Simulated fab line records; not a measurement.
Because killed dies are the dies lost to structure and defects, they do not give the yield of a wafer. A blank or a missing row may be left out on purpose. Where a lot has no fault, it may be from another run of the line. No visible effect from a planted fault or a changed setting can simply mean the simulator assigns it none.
Which tool is to blame? | flow gf180mcu | 7 lots, 17 wafers sampled, at 5 steps of a route of 602

== WHAT THE GAUGES SHOWED, per wafer ==
GF_V1_THK_MEAS_03.
lot  | measured     | on           | V1_CVD_02_THK (nm)
L511 | day 17 16:51 | filmMetro-04 | 840 843 855
L513 | day 18 08:40 | filmMetro-04 | 845 833 835
L515 | day 19 04:05 | filmMetro-01 | 837 828 861
L518 | day 20 07:47 | filmMetro-01 | 636
L521 | day 21 19:05 | filmMetro-01 | 637
L525 | day 23 02:34 | filmMetro-03 | 854 838 860
L528 | day 23 22:31 | filmMetro-03 | 862 867 875

== WHICH TOOL RAN EACH LOT (tool, then ch and the chambers of the sampled wafers, then the start) ==
lot  | GF_CONTACT_SPUTTER_22       | GF_CONTACT_CVD_24            | GF_M1_SPUTTER_04            | GF_V1_CVD_02
L511 | pvdSputter-02, day 16 15:28 | cvdW-02 ch 0,1, day 16 15:34 | pvdSputter-03, day 16 16:29 | pecvd-04 ch 0,1, day 17 16:47
L513 | pvdSputter-01, day 17 07:27 | cvdW-02 ch 1, day 17 07:33   | pvdSputter-04, day 17 08:19 | pecvd-01 ch 0,1, day 18 08:35
L515 | pvdSputter-02, day 18 02:00 | cvdW-01 ch 0,1, day 18 02:06 | pvdSputter-04, day 18 02:52 | pecvd-04 ch 0,2, day 19 04:01
L518 | pvdSputter-02, day 19 05:16 | cvdW-02 ch 1, day 19 05:23   | pvdSputter-03, day 19 06:07 | pecvd-01 ch 0, day 20 07:41
L521 | pvdSputter-04, day 20 16:52 | cvdW-01 ch 0, day 20 16:58   | pvdSputter-01, day 20 17:44 | pecvd-01 ch 0, day 21 19:01
L525 | pvdSputter-04, day 22 00:58 | cvdW-01 ch 0,1, day 22 01:06 | pvdSputter-01, day 22 01:54 | pecvd-04 ch 0,1,2, day 23 02:31
L528 | pvdSputter-01, day 22 22:28 | cvdW-02 ch 0,1, day 22 22:35 | pvdSputter-04, day 22 23:19 | pecvd-02 ch 1,2, day 23 22:25
- GF_CONTACT_SPUTTER_22: material Ti, target thk 15 nm, time 80.02 s.
- GF_CONTACT_CVD_24: deposits W, target thk 300 nm, time 90.339 s.
- GF_M1_SPUTTER_04: material TiN, target thk 50 nm, time 41.7 s.
- GF_V1_CVD_02: deposits SiO2 from TEOS, target thk 850 nm, time 94.851 s.

== THE ANSWER, worked out from the rows above alone ==
Rule: what is usual is taken from the lots themselves. The widest of any qualifying gaps counts: lots, ordered by their means at a reading, are off when they make up no more than a third of the lots, leave a main group of 4 or more, and stand apart from it by 3 or more times the standard deviation of that group's means. A main group whose means are all the same, to the digits that the tables above print for the reading, isn't used. Also off: a lot with no number at a reading for which 4 or more lots have one. Where the step has rows for the other lots, those lots are counted as sound.
Off: L518, L521, seen at GF_V1_THK_MEAS_03 (V1_CVD_02_THK). Mean 849 nm and standard deviation 10 in the main group.
A tool fits if, at a process step before that reading, it ran every lot that is off, and no sound lot after the first of them. Those tools and the gauges at GF_V1_THK_MEAS_03 are tried in the same way. 2 tools fit, pecvd-01 at GF_V1_CVD_02 and filmMetro-01 at GF_V1_THK_MEAS_03, so this cannot tell which one it is.

== WHAT WAS PUT IN BY THE SIMULATOR ==
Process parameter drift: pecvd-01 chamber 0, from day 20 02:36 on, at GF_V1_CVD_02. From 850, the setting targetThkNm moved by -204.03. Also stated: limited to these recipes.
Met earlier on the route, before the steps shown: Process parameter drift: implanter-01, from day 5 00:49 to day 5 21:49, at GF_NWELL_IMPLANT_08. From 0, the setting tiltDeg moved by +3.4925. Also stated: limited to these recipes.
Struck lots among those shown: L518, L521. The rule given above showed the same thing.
